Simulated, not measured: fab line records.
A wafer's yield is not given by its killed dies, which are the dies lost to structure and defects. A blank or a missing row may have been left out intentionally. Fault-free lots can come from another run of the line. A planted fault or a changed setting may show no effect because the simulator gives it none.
fab line records | flow sfqLine
[record] lots = 6 | wafers = 18 | lastDay = 94
route steps=325 shown INCOMING@1 L0@3 L0V@16
lots that met no fault: from a run of the same line without faults
startH: the number of hours between the record's first day and the start of the first shown wafer of the lot | waitH: how many hours have passed since the lot's step before this one | " same as the row above | L1.1+2: one row covering several wafers at once | - value missing, or start not given | * or withheld: withheld | < > ~ a bound
route shown NAME@n: a module of which the file shows steps, and the number in the route of the first | usual: the fault-free wafers' mean and standard deviation | same: alike in all rows | chamber/n: place in a boat | sites: readings site by site | _std_site: the standard deviation of these | _edge_site: inner sites' mean taken away from outer sites' mean | radiusMm: how far each site lies from the wafer's centre | mask NAME#n: copy n | behind: tool/chamber where the wafer was last shaped | hold: why the lot went on hold/how many hours it stayed there/how the hold came to an end | device: the n, p or np transistor that did not switch | end of line: the route-end tests of the same wafers | where a step has no rows: the recipe by itself | killed: count of dies lost to structure and defects at first sort (not the wafer's yield) | map: a wafer's dies, x killed, . not, _ none there
set.NAME: the setting the step ran with; set.NAME@STEP: the setting that earlier step ran with | model.NAME: the simulator's own value behind a step, which no gauge read
a table for each step, a row for each wafer; lots at some steps of the route
services: when a tool's chamber went out of use (startH, in hours from the record's first day, below 0 if earlier), for how many hours, and the reason
[[steps]]
[step SFQ_INCOMING_BOW_MEAS_900]
[recipe] mode = bow
[usual] INCOMING_BOW = 0/6.5
lot.wafer | tool         | chamber | startH | waitH | INCOMING_BOW[um]
L375.2    | filmMetro-04 | -       | 25.02  | -     | 1
L375.5    | "            | -       | "      | "     | -4
L375.6    | "            | -       | "      | "     | -16
L377.4    | filmMetro-02 | -       | 35.06  | -     | -1
L377.5    | "            | -       | "      | "     | -1
L377.6    | "            | -       | "      | "     | 3
L385.3    | filmMetro-04 | -       | 75.04  | -     | 1
L385.4    | "            | -       | "      | "     | -9
L385.6    | "            | -       | "      | "     | -2
L386.3    | filmMetro-04 | -       | 80.04  | -     | 6
L386.4    | "            | -       | "      | "     | -1
L386.6    | "            | -       | "      | "     | 1
L392.1    | filmMetro-02 | -       | 110.00 | -     | 1
L392.4    | "            | -       | "      | "     | 9
L392.6    | "            | -       | "      | "     | 1
L393.1    | filmMetro-02 | -       | 115.00 | -     | -14
L393.3    | "            | -       | "      | "     | -2
L393.5    | "            | -       | "      | "     | 11
[step SFQ_TRILAYER_INCOMING_OXIDATION_002]
[recipe] tempC = 1000 | ambient = H2O | targetThkA = 5000 | pH2oTorr = 720 | oxTimeS = 4939
[step SFQ_TRILAYER_L0_DEP_SPUTTER_003]
[recipe] material = MoNx_KI | basePressurePa = 1.33e-06 | targetThkNm = 40 | powerW = 800 | timeS = 100 | chamberPressurePa = 0.4
[usual] chamberPressurePa = 0.4000/0.00078 | throttleValvePct = 29.1/1.4
[same] timeS = 100
lot.wafer | tool          | chamber | startH | waitH | chamberPressurePa | throttleValvePct
L375.2    | pvdSputter-05 | -       | 27.49  | 0.0   | 0.3996            | 27.4
L375.5    | "             | -       | "      | "     | 0.3996            | 29.4
L375.6    | "             | -       | "      | "     | 0.4015            | 27.3
L377.4    | pvdSputter-05 | -       | 37.49  | 0.0   | 0.3999            | 27.3
L377.5    | "             | -       | "      | "     | 0.4008            | 27.2
L377.6    | "             | -       | "      | "     | 0.4000            | 29.9
L385.3    | pvdSputter-03 | -       | 77.49  | 0.0   | 0.4013            | 30.1
L385.4    | "             | -       | "      | "     | 0.4004            | 31.6
L385.6    | "             | -       | "      | "     | 0.4001            | 30.9
L386.3    | pvdSputter-05 | -       | 82.49  | 0.0   | 0.4004            | 28.3
L386.4    | "             | -       | "      | "     | 0.4002            | 29.6
L386.6    | "             | -       | "      | "     | 0.4003            | 29.7
L392.1    | pvdSputter-03 | -       | 112.49 | 0.0   | 0.3991            | 29.4
L392.4    | "             | -       | "      | "     | 0.4001            | 30.0
L392.6    | "             | -       | "      | "     | 0.3995            | 31.8
L393.1    | pvdSputter-06 | -       | 117.49 | 0.0   | 0.4007            | 30.0
L393.3    | "             | -       | "      | "     | 0.4003            | 29.1
L393.5    | "             | -       | "      | "     | 0.4006            | 29.8
[step SFQ_L0_RS_MEAS_901]
[recipe] thkMeasGauge = four-point-probe | reads = MoNx_KI_of_TRILAYER_L0_DEP_SPUTTER_003
[usual] L0_MONX_KI_RS = 43.2/0.66
lot.wafer | tool         | chamber | startH | waitH | L0_MONX_KI_RS[ohm/sq]
L375.2    | filmMetro-03 | -       | 27.58  | 0.1   | 44.2
L375.5    | "            | -       | "      | "     | 43.3
L375.6    | "            | -       | "      | "     | 42.9
L377.4    | filmMetro-03 | -       | 37.62  | 0.1   | 42.8
L377.5    | "            | -       | "      | "     | 42.6
L377.6    | "            | -       | "      | "     | 43.7
L385.3    | filmMetro-03 | -       | 77.60  | 0.1   | 43.6
L385.4    | "            | -       | "      | "     | 44.1
L385.6    | "            | -       | "      | "     | 42.8
L386.3    | filmMetro-03 | -       | 82.60  | 0.1   | 43.7
L386.4    | "            | -       | "      | "     | 43.5
L386.6    | "            | -       | "      | "     | 43.3
L392.1    | filmMetro-01 | -       | 112.56 | 0.0   | 43.0
L392.4    | "            | -       | "      | "     | 43.8
L392.6    | "            | -       | "      | "     | 43.2
L393.1    | filmMetro-03 | -       | 117.56 | 0.0   | 43.6
L393.3    | "            | -       | "      | "     | 44.3
L393.5    | "            | -       | "      | "     | 43.6
[step SFQ_L0_THK_MEAS_902]
[recipe] thkMeasGauge = xrf | reads = MoNx_KI_of_TRILAYER_L0_DEP_SPUTTER_003
[usual] L0_MONX_KI_THK = 39.6/0.61
lot.wafer | tool         | chamber | startH | waitH | L0_MONX_KI_THK[nm]
L375.2    | filmMetro-03 | -       | 27.69  | 0.1   | 38.7
L375.5    | "            | -       | "      | "     | 39.6
L375.6    | "            | -       | "      | "     | 39.9
L377.4    | filmMetro-03 | -       | 37.71  | 0.1   | 40.1
L377.5    | "            | -       | "      | "     | 40.4
L377.6    | "            | -       | "      | "     | 39.1
L385.3    | filmMetro-03 | -       | 77.70  | 0.1   | 39.2
L385.4    | "            | -       | "      | "     | 38.7
L385.6    | "            | -       | "      | "     | 40.1
L386.3    | filmMetro-03 | -       | 82.70  | 0.1   | 39.4
L386.4    | "            | -       | "      | "     | 39.4
L386.6    | "            | -       | "      | "     | 39.8
L392.1    | filmMetro-01 | -       | 112.68 | 0.1   | 39.8
L392.4    | "            | -       | "      | "     | 39.0
L392.6    | "            | -       | "      | "     | 39.7
L393.1    | filmMetro-03 | -       | 117.68 | 0.1   | 39.1
L393.3    | "            | -       | "      | "     | 38.6
L393.5    | "            | -       | "      | "     | 39.3
[step SFQ_TRILAYER_L0_LITHO_COAT_010]
[recipe] resist = BARC | spinRpm = 3000 | resistThkNm = 62
[step SFQ_TRILAYER_L0_LITHO_COAT_005]
[recipe] resist = KrF | spinRpm = 3000 | resistThkNm = 600
[step SFQ_TRILAYER_L0_LITHO_SOFTBAKE_009]
[recipe] tempC = withheld | timeS = withheld | resist = KrF
[step SFQ_TRILAYER_L0_LITHO_EXPOSE_006]
[recipe] maskId = L0 | na = 0.6 | sourceShape = conventional | sigmaOuter = 0.65 | targetCdNm = 2000 | doseMj = 14.4
[step SFQ_TRILAYER_L0_LITHO_PEB_008]
[recipe] pebTempC = 115 | pebTimeS = 60 | resist = KrF
[usual] chillPlateTempC = 22.99/0.11 | exhaustPa = 45.1/0.85
lot.wafer | tool          | chamber | startH | waitH | chillPlateTempC | exhaustPa
L375.2    | lithoTrack-02 | 0       | 64.80  | 0.8   | 22.97           | 43.0
L375.5    | "             | 0       | "      | "     | 22.90           | 44.7
L375.6    | "             | 0       | "      | "     | 23.12           | 44.2
L377.4    | lithoTrack-01 | 0       | 78.83  | 0.5   | 23.20           | 46.3
L377.5    | "             | 0       | "      | "     | 23.18           | 44.4
L377.6    | "             | 0       | "      | "     | 23.16           | 45.8
L385.3    | lithoTrack-04 | -       | 120.35 | 0.7   | -               | -
L385.4    | "             | -       | "      | "     | -               | -
L385.6    | "             | -       | "      | "     | -               | -
L386.3    | lithoTrack-01 | -       | 125.15 | 0.7   | -               | -
L386.4    | "             | -       | "      | "     | -               | -
L386.6    | "             | -       | "      | "     | -               | -
L392.1    | lithoTrack-02 | 0       | 154.90 | 1.0   | 23.06           | 45.1
L392.4    | "             | 0       | "      | "     | 23.15           | 44.7
L392.6    | "             | 0       | "      | "     | 23.01           | 44.4
L393.1    | lithoTrack-01 | 0       | 159.70 | 1.0   | 22.94           | 44.3
L393.3    | "             | 0       | "      | "     | 23.05           | 45.2
L393.5    | "             | 0       | "      | "     | 22.92           | 44.6
[step SFQ_TRILAYER_L0_LITHO_DEVELOP_007]
[recipe] timeS = 60 | resist = KrF
[step SFQ_TRILAYER_L0_BARC_OPEN_METAL_ETCH_010]
[recipe] maskMaterial = PR | chemistry = O2 | targetDepthNm = 125 | target = BARC | icpW = 600 | biasW = 80 | pressureMtorr = 10 | timeS = 41.7
[usual] drypumpMotorCurrentA = 5.9/0.42 | oesProductAu = 0.684/0.0042
[same] timeS = 41.7
lot.wafer | tool        | chamber | startH | waitH | drypumpMotorCurrentA | oesProductAu | rfHoursCounterH
L375.2    | rieMetal-02 | 0       | 65.08  | 0.1   | 6.3                  | 0.679        | 206
L375.5    | "           | 1       | "      | "     | 5.9                  | 0.684        | -
L375.6    | "           | 0       | "      | "     | 6.3                  | 0.680        | -
L377.4    | rieMetal-02 | 0       | 79.07  | 0.1   | 6.3                  | 0.680        | -
L377.5    | "           | 1       | "      | "     | 5.9                  | 0.683        | -
L377.6    | "           | 0       | "      | "     | 6.3                  | 0.689        | -
L385.3    | rieMetal-01 | 0       | 120.62 | 0.1   | 5.0                  | 0.680        | -
L385.4    | "           | 1       | "      | "     | 5.6                  | 0.688        | -
L385.6    | "           | 1       | "      | "     | 5.6                  | 0.693        | -
L386.3    | rieMetal-02 | 1       | 125.42 | 0.1   | 5.9                  | 0.691        | -
L386.4    | "           | 0       | "      | "     | 6.3                  | 0.682        | -
L386.6    | "           | 0       | "      | "     | 6.3                  | 0.685        | -
L392.1    | rieMetal-04 | 0       | 155.20 | 0.1   | 6.2                  | 0.685        | 152
L392.4    | "           | 1       | "      | "     | 5.7                  | 0.685        | -
L392.6    | "           | 0       | "      | "     | 6.2                  | 0.679        | -
L393.1    | rieMetal-02 | 1       | 160.00 | 0.1   | 5.9                  | 0.684        | 18
L393.3    | "           | 0       | "      | "     | 6.3                  | 0.686        | -
L393.5    | "           | 1       | "      | "     | 5.9                  | 0.685        | -
[step SFQ_TRILAYER_L0_ETCH_METAL_ETCH_008]
[recipe] target = MoNx_KI | stopOn = SiO2 | maskMaterial = PR | chemistry = SF6/O2 | targetDepthNm = 50 | icpW = 600 | biasW = 80 | pressureMtorr = 10 | timeS = 25
[usual] drypumpMotorCurrentA = 5.9/0.42 | oesProductAu = 0.877/0.0087
[same] timeS = 25
lot.wafer | tool        | chamber | startH | waitH | drypumpMotorCurrentA | oesProductAu | rfHoursCounterH
L375.2    | rieMetal-02 | 0       | 65.16  | 0.1   | 6.3                  | 0.867        | 206
L375.5    | "           | 1       | "      | "     | 5.9                  | 0.879        | -
L375.6    | "           | 0       | "      | "     | 6.3                  | 0.879        | -
L377.4    | rieMetal-02 | 0       | 79.13  | 0.0   | 6.3                  | 0.890        | -
L377.5    | "           | 1       | "      | "     | 5.9                  | 0.889        | -
L377.6    | "           | 0       | "      | "     | 6.3                  | 0.874        | -
L385.3    | rieMetal-01 | 0       | 120.68 | 0.0   | 5.0                  | 0.868        | -
L385.4    | "           | 1       | "      | "     | 5.6                  | 0.866        | -
L385.6    | "           | 1       | "      | "     | 5.6                  | 0.889        | -
L386.3    | rieMetal-02 | 1       | 125.48 | 0.0   | 5.8                  | 0.872        | -
L386.4    | "           | 0       | "      | "     | 6.3                  | 0.881        | -
L386.6    | "           | 0       | "      | "     | 6.3                  | 0.884        | -
L392.1    | rieMetal-04 | 0       | 155.26 | 0.0   | 6.2                  | 0.874        | 152
L392.4    | "           | 1       | "      | "     | 5.7                  | 0.871        | -
L392.6    | "           | 0       | "      | "     | 6.2                  | 0.877        | -
L393.1    | rieMetal-02 | 1       | 160.08 | 0.1   | 5.9                  | 0.869        | 18
L393.3    | "           | 0       | "      | "     | 6.3                  | 0.863        | -
L393.5    | "           | 1       | "      | "     | 5.8                  | 0.870        | -
[step SFQ_TRILAYER_L0_STRIP_STRIP_009]
[recipe] gas = O2 | powerW = 200 | platenTempC = 40 | overashFraction = 0.65 | chemistry = O2 | pressureMtorr = 50
[usual] drypumpMotorCurrentA = 5.9/0.42 | oesProductAu = 1.004/0.012
[same] overashFraction = 0.65
lot.wafer | tool        | chamber | startH | waitH | drypumpMotorCurrentA | oesProductAu | rfHoursCounterH
L375.2    | rieMetal-02 | 0       | 65.22  | 0.0   | 6.3                  | 1.002        | 206
L375.5    | "           | 1       | "      | "     | 5.9                  | 1.006        | -
L375.6    | "           | 0       | "      | "     | 6.4                  | 0.991        | -
L377.4    | rieMetal-02 | 0       | 79.36  | 0.2   | 6.3                  | 0.995        | -
L377.5    | "           | 1       | "      | "     | 5.9                  | 0.994        | -
L377.6    | "           | 0       | "      | "     | 6.3                  | 0.996        | -
L385.3    | rieMetal-01 | 0       | 120.91 | 0.2   | 5.0                  | 1.002        | -
L385.4    | "           | 1       | "      | "     | 5.6                  | 1.008        | -
L385.6    | "           | 1       | "      | "     | 5.6                  | 1.005        | -
L386.3    | rieMetal-02 | 1       | 125.71 | 0.2   | 5.9                  | 0.996        | -
L386.4    | "           | 0       | "      | "     | 6.3                  | 0.980        | -
L386.6    | "           | 0       | "      | "     | 6.3                  | 0.968        | -
L392.1    | rieMetal-04 | 0       | 155.31 | 0.0   | 6.2                  | 1.024        | 152
L392.4    | "           | 1       | "      | "     | 5.7                  | 1.033        | -
L392.6    | "           | 0       | "      | "     | 6.2                  | 1.020        | -
L393.1    | rieMetal-02 | 1       | 160.14 | 0.0   | 5.9                  | 1.004        | 18
L393.3    | "           | 0       | "      | "     | 6.3                  | 0.994        | -
L393.5    | "           | 1       | "      | "     | 5.9                  | 1.008        | -
[step SFQ_TRILAYER_L0_STRIP_SOLV_CLEAN_010]
[recipe] chemistry = NMP | tempC = 70 | timeS = 600
[step SFQ_TRILAYER_L0_CAP_PECVD_011]
[recipe] material = SiO2 | tempC = 150 | timeS = 13.333 | pressureTorr = 2.4 | rfW = 183.3 | precursor = SiH4/N2O | targetThkNm = 60
[usual] heaterPowerW = 92/12 | showerheadVppV = 821/48 | throttleValvePct = 25.4/1.4
[same] timeS = 13.333
lot.wafer | tool     | chamber | startH | waitH | heaterPowerW | showerheadVppV | sinceWetCleanH | throttleValvePct
L375.2    | pecvd-02 | 2       | 66.21  | 0.0   | 90           | 797            | 980            | 27.6
L375.5    | "        | 2       | "      | "     | 91           | 801            | -              | 27.8
L375.6    | "        | 0       | "      | "     | 100          | 871            | -              | 26.4
L377.4    | pecvd-02 | 1       | 79.96  | 0.0   | 103          | 760            | -              | 25.6
L377.5    | "        | 0       | "      | "     | 110          | 866            | -              | 26.8
L377.6    | "        | 2       | "      | "     | 83           | 815            | -              | 27.4
L385.3    | pecvd-02 | 2       | 121.48 | 0.0   | 81           | 802            | 1036           | 27.5
L385.4    | "        | 1       | "      | "     | 96           | 759            | -              | 25.7
L385.6    | "        | 0       | "      | "     | 98           | 882            | -              | 26.6
L386.3    | pecvd-01 | 1       | 126.30 | 0.0   | 71           | 825            | 1410           | 25.4
L386.4    | "        | 0       | "      | "     | 85           | 855            | -              | 22.2
L386.6    | "        | 1       | "      | "     | 70           | 831            | -              | 25.0
L392.1    | pecvd-01 | 0       | 156.08 | 0.0   | 83           | 857            | 1440           | 22.4
L392.4    | "        | 0       | "      | "     | 83           | 856            | -              | 22.3
L392.6    | "        | 1       | "      | "     | 64           | 822            | -              | 24.9
L393.1    | pecvd-02 | 1       | 161.12 | 0.0   | 92           | 751            | 1075           | 25.9
L393.3    | "        | 2       | "      | "     | 93           | 800            | 1075           | 27.5
L393.5    | "        | 0       | "      | "     | 104          | 877            | -              | 26.6
[step SFQ_TRILAYER_L0_VIA_LITHO_COAT_018]
[recipe] resist = BARC | spinRpm = 3000 | resistThkNm = 62
[step SFQ_TRILAYER_L0_VIA_LITHO_COAT_013]
[recipe] resist = KrF | spinRpm = 3000 | resistThkNm = 650
[step SFQ_TRILAYER_L0_VIA_LITHO_SOFTBAKE_017]
[recipe] tempC = withheld | timeS = withheld | resist = KrF
[step SFQ_TRILAYER_L0_VIA_LITHO_EXPOSE_014]
[recipe] maskId = L0V | na = 0.6 | sourceShape = conventional | sigmaOuter = 0.65 | targetCdNm = 700 | doseMj = 21.3
[usual] exposureDoseMJCm2 = 21.300/0.022 | focusOffsetNm = 0.1/0.44 | sigmaOuter = 0.65/0
lot.wafer | tool          | chamber | startH | waitH | mask  | exposureDoseMJCm2 | focusOffsetNm | sigmaOuter
L375.2    | krfScanner-01 | 0       | 108.95 | -     | L0V#0 | 21.310            | -0.2          | 0.65
L375.5    | "             | 0       | "      | "     | L0V#0 | 21.298            | 0.2           | 0.65
L375.6    | "             | 0       | "      | "     | L0V#0 | 21.297            | 0.0           | 0.65
L377.4    | krfScanner-01 | 0       | 122.10 | -     | L0V#0 | 21.300            | -0.2          | 0.65
L377.5    | "             | 0       | "      | "     | L0V#0 | 21.302            | 0.0           | 0.65
L377.6    | "             | 0       | "      | "     | L0V#0 | 21.300            | -0.9          | 0.65
L385.3    | krfScanner-01 | -       | 161.30 | -     | L0V#0 | -                 | -             | -
L385.4    | "             | -       | "      | "     | L0V#0 | -                 | -             | -
L385.6    | "             | -       | "      | "     | L0V#0 | -                 | -             | -
L386.3    | krfScanner-01 | -       | 166.10 | -     | L0V#0 | -                 | -             | -
L386.4    | "             | -       | "      | "     | L0V#0 | -                 | -             | -
L386.6    | "             | -       | "      | "     | L0V#0 | -                 | -             | -
L392.1    | krfScanner-01 | 0       | 194.60 | -     | L0V#0 | 21.291            | -0.5          | 0.65
L392.4    | "             | 0       | "      | "     | L0V#0 | 21.275            | 0.0           | 0.65
L392.6    | "             | 0       | "      | "     | L0V#0 | 21.285            | -0.5          | 0.65
L393.1    | krfScanner-01 | 0       | 199.40 | -     | L0V#0 | 21.362            | 0.2           | 0.65
L393.3    | "             | 0       | "      | "     | L0V#0 | 21.325            | 0.1           | 0.65
L393.5    | "             | 0       | "      | "     | L0V#0 | 21.305            | 0.3           | 0.65
[step SFQ_TRILAYER_L0_VIA_LITHO_PEB_016]
[recipe] pebTempC = 115 | pebTimeS = 60 | resist = KrF
[[services]]
tool          | chamber | startH | hours | kind
krfScanner-01 | -       | 4.68   | 1.3   | pm
pecvd-02      | -       | 23.04  | 6.0   | pm
pecvd-01      | 0       | 29.95  | 4.4   | repair
rieMetal-02   | 1       | 32.47  | 3.8   | repair
rieMetal-04   | -       | 42.15  | 1.3   | repair
pecvd-01      | 2       | 57.96  | 8.5   | repair
pecvd-01      | 1       | 60.95  | 3.7   | repair
pecvd-01      | -       | 63.43  | 1.9   | repair
pvdSputter-03 | -       | 69.02  | 3.7   | repair
krfScanner-01 | -       | 71.98  | 4.4   | pm
pecvd-01      | -       | 84.24  | 0.3   | repair
pecvd-01      | 1       | 95.63  | 20.8  | repair
rieMetal-04   | -       | 110.51 | 2.8   | pm
pvdSputter-03 | -       | 114.90 | 3.7   | repair
krfScanner-01 | -       | 117.15 | 0.8   | pm
pecvd-02      | -       | 119.10 | 2.1   | repair
rieMetal-04   | 1       | 129.40 | 4.3   | repair
rieMetal-02   | -       | 131.68 | 15.6  | pm
pecvd-02      | -       | 145.97 | 3.6   | repair
pvdSputter-03 | -       | 147.96 | 2.3   | repair
rieMetal-01   | -       | 148.47 | 16.1  | repair
krfScanner-01 | -       | 151.50 | 1.0   | pm
krfScanner-01 | -       | 181.30 | 1.3   | pm
pvdSputter-05 | -       | 182.51 | 4.7   | repair
[[key]]
[firstSign] step = SFQ_TRILAYER_L0_LITHO_PEB_008 | reading = toolRecord | direction = missing
[effect] step = SFQ_TRILAYER_L0_VIA_LITHO_EXPOSE_014 | reading = toolRecord | direction = missing
metAt SFQ_TRILAYER_L0_LITHO_PEB_008
struckWafers L385.3,L385.4,L385.6,L386.3,L386.4,L386.6
onsetBetween 78.83 120.35
[fault] kind = skippedStepWhole | tool = lithoTrack-01,lithoTrack-04 | chamber = - | onsetH = 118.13 | steps = SFQ_TRILAYER_L0_LITHO_PEB_008 | scope = struckLotsOnly
